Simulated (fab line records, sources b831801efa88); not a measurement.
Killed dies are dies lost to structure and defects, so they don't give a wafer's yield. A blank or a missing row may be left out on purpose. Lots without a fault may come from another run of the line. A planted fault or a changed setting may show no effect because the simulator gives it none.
Which tool did it? | flow sky130 | 24 lots, 72 wafers sampled, at 3 steps of a route of 708

WHAT THE GAUGES READ, wafer by wafer
SKY_VIA1_BOW_MEAS_03. Usual: VIA1_BOW 80 um, standard deviation 7.
lot  | measured     | on            | VIA1_BOW (um) | flag
L074 | day 32 18:17 | film_metro-02 | 85 85 89      |
L075 | day 32 20:43 | film_metro-03 | 84 82 80      |
L076 | day 33 08:47 | film_metro-03 | 93 81 78      |
L077 | day 33 17:55 | film_metro-01 | 77 81 67      |
L078 | day 33 19:13 | film_metro-03 | 70 76 95      |
L079 | day 34 19:31 | film_metro-01 | 89 90 85      |
L080 | day 35 01:44 | film_metro-02 | 80 61 79      |
L081 | day 36 14:06 | film_metro-02 | 76 81 92      |
L082 | day 35 14:53 | film_metro-01 | 62 84 68      |
L083 | day 35 21:08 | film_metro-01 | 83 82 78      |
L084 | day 36 13:36 | film_metro-01 | 78 76 81      |
L085 | day 36 15:00 | film_metro-03 | 79 88 88      |
L086 | day 37 00:32 | film_metro-01 | 78 89 81      |
L087 | day 37 01:12 | film_metro-01 | 82 66 70      |
L088 | day 37 11:05 | film_metro-01 | 76 83 79      |
L089 | day 37 20:29 | film_metro-03 | 88 80 92      |
L090 | day 38 01:55 | film_metro-02 | 81 73 74      |
L091 | day 38 07:17 | film_metro-03 | 77 82 79      |
L092 | day 38 15:55 | film_metro-03 | 93 82 73      |
L093 | day 39 06:11 | film_metro-03 | 76 80 82      |
L094 | day 39 07:32 | film_metro-03 | 81 87 80      |
L095 | day 39 09:07 | film_metro-03 | 81 83 76      |
L096 | day 39 14:54 | film_metro-03 | 90 87 76      |
L097 | day 40 03:11 | film_metro-01 | 84 87 69      |

SKY_VIA1_RS_MEAS_22: measures by four-point-probe. Usual: VIA1_W_RS 0.422 ohm/sq, standard deviation 0.006.
lot  | measured     | on            | VIA1_W_RS (ohm/sq) | flag
L074 | day 33 22:23 | film_metro-03 | 0.415 0.419 0.415  |
L075 | day 34 00:37 | film_metro-03 | 0.423 0.409 0.410  |
L076 | day 34 11:19 | film_metro-03 | 0.431 0.420 0.431  |
L077 | day 34 20:54 | film_metro-02 | 0.419 0.419 0.412  |
L078 | day 34 22:02 | film_metro-01 | 0.421 0.424 0.424  |
L079 | day 35 22:23 | film_metro-01 | 0.417 0.424 0.414  |
L080 | day 36 05:35 | film_metro-02 | 0.426 0.418 0.416  |
L081 | day 37 17:26 | film_metro-02 | 0.428 0.419 0.412  |
L082 | day 36 18:21 | film_metro-03 | 0.427 0.427 0.422  |
L083 | day 36 23:20 | film_metro-01 | 0.428 0.420 0.429  |
L084 | day 37 16:23 | film_metro-01 | 0.422 0.424 0.428  |
L085 | day 37 17:40 | film_metro-01 | 0.426 0.413 0.425  |
L086 | day 38 04:02 | film_metro-01 | 0.419 0.427 0.426  |
L087 | day 38 04:36 | film_metro-01 | 0.427 0.421 0.428  |
L088 | day 38 13:45 | film_metro-01 | 0.420 0.420 0.418  |
L089 | day 38 23:16 | film_metro-03 | 0.411 0.420 0.423  |
L090 | day 39 04:17 | film_metro-02 | 0.431 0.429 0.430  |
L091 | day 39 09:07 | film_metro-01 | 0.410 0.414 0.427  |
L092 | day 39 17:04 | film_metro-01 | 0.420 0.428 0.410  |
L093 | day 40 07:28 | film_metro-01 | 0.419 0.420 0.422  |
L094 | day 40 09:17 | film_metro-03 | 0.425 0.430 0.423  |
L095 | day 40 10:20 | film_metro-02 | 0.425 0.431 0.428  |
L096 | day 40 16:14 | film_metro-02 | 0.414 0.426 0.423  |
L097 | day 41 04:22 | film_metro-02 | 0.419 0.416 0.428  |

WHICH TOOL RAN EACH LOT (tool, then ch and the chambers of the sampled wafers, then the start)
lot  | SKY_CONTACT_ETCH_18
L074 | rie_diel-02 ch 0,1,3, day 32 18:17 or earlier
L075 | rie_diel-03 ch 0,1,2, day 32 20:43 or earlier
L076 | rie_diel-02 ch 0,3, day 33 08:47 or earlier
L077 | rie_diel-03 ch 0,1,3, day 33 17:55 or earlier
L078 | rie_diel-02 ch 0,2, day 33 19:13 or earlier
L079 | rie_diel-02 ch 1,3, day 34 19:31 or earlier
L080 | rie_diel-03 ch 2,3, day 35 01:44 or earlier
L081 | rie_diel-01 ch 1,2,3, day 36 14:06 or earlier
L082 | rie_diel-03 ch 1,2, day 35 14:53 or earlier
L083 | rie_diel-01 ch 2,3, day 35 21:08 or earlier
L084 | rie_diel-03 ch 0,1,2, day 36 13:36 or earlier
L085 | rie_diel-03 ch 0,1, day 36 15:00 or earlier
L086 | rie_diel-03 ch 0,1,3, day 37 00:32 or earlier
L087 | rie_diel-02 ch 0,3, day 37 01:12 or earlier
L088 | rie_diel-02 ch 0,1,2, day 37 11:05 or earlier
L089 | rie_diel-03 ch 1,3, day 37 20:29 or earlier
L090 | rie_diel-02 ch 0,1, day 38 01:55 or earlier
L091 | rie_diel-03 ch 0,1,2, day 38 07:17 or earlier
L092 | rie_diel-02 ch 0,2, day 38 15:55 or earlier
L093 | rie_diel-02 ch 1,2, day 39 06:11 or earlier
L094 | rie_diel-02 ch 1,2, day 39 07:32 or earlier
L095 | rie_diel-02 ch 1,2, day 39 09:07 or earlier
L096 | rie_diel-02 ch 2,3, day 39 14:54 or earlier
L097 | rie_diel-02 ch 2,3, day 40 03:11 or earlier
- SKY_CONTACT_ETCH_18: etches Si3N4 in CHF3/O2, stops on TiN, time 39 s, target depth 75 nm.

WHAT THE TOOLS THEMSELVES READ (means of the sampled wafers that have a number; where no wafer has one, the mark that the record gives instead)
SKY_CONTACT_ETCH_18. Usual: bias_w 200.0 W, standard deviation 0.6; drypump_motor_current_A 5.7 A, standard deviation 0.39; oes_product_au 0.854 a.u., standard deviation 0.007; throttle_valve_pct 8.792 %, standard deviation 0.0091.
lot  | tool        | bias_w (W) | drypump_motor_current_A (A) | oes_product_au (a.u.) | throttle_valve_pct (%) | flag
L074 | rie_diel-02 | 200.0      | 5.7                         | 0.860                 | 8.789                  |
L075 | rie_diel-03 | 200.2      | 6.1                         | 0.861                 | 8.800                  |
L076 | rie_diel-02 | 199.3      | 5.6                         | 0.858                 | 8.794                  |
L077 | rie_diel-03 | 199.8      | 5.7                         | 0.847                 | 8.783                  |
L078 | rie_diel-02 | 199.9      | 5.3                         | 0.853                 | 8.783                  |
L079 | rie_diel-02 | 200.2      | 5.8                         | 0.855                 | 8.801                  |
L080 | rie_diel-03 | 200.1      | 6.2                         | 0.858                 | 8.801                  |
L081 | rie_diel-01 | 200.4      | 6.1                         | 0.851                 | 8.797                  |
L082 | rie_diel-03 | 200.1      | 6.1                         | 0.854                 | 8.792                  |
L083 | rie_diel-01 | 199.7      | 6.1                         | 0.857                 | 8.793                  |
L084 | rie_diel-03 | 199.7      | 6.1                         | 0.854                 | 8.782                  |
L085 | rie_diel-03 | 199.9      | 5.8                         | 0.851                 | 8.796                  |
L086 | rie_diel-03 | 199.9      | 5.7                         | 0.852                 | 8.787                  |
L087 | rie_diel-02 | 200.2      | 5.6                         | 0.857                 | 8.779                  |
L088 | rie_diel-02 | 200.5      | 5.5                         | 0.848                 | 8.801                  |
L089 | rie_diel-03 | 199.4      | 5.7                         | 0.852                 | 8.791                  |
L090 | rie_diel-02 | 199.1      | 5.6                         | 0.857                 | 8.789                  |
L091 | rie_diel-03 | 200.4      | 6.1                         | 0.851                 | 8.783                  |
L092 | rie_diel-02 | 199.9      | 5.4                         | 0.853                 | 8.800                  |
L093 | rie_diel-02 | 199.8      | 5.5                         | 0.859                 | 8.797                  |
L094 | rie_diel-02 | 199.7      | 5.7                         | 0.858                 | 8.789                  |
L095 | rie_diel-02 | 200.1      | 5.5                         | 0.852                 | 8.791                  |
L096 | rie_diel-02 | 200.0      | 5.6                         | 0.850                 | 8.785                  |
L097 | rie_diel-02 | 200.3      | 5.4                         | 0.856                 | 8.793                  |

THE ANSWER, worked out from the rows above alone
Rule: a lot is off if the mean of its wafers that have a number lies more than 3 standard deviations from the usual mean. A lot without any number at a reading at which 4 lots or more have one is off too. The other lots that the step has rows for count as sound. The gauges are gone through in route order, then the tools' own readings, and for those a lot's mean is taken as printed above. The first step at which some lot is off is used, and at that step the reading that is off furthest; a lot without a number counts as furthest.
No lot is off at any reading shown: from this, nothing can be told.

WHAT THE SIMULATOR HAD PUT IN
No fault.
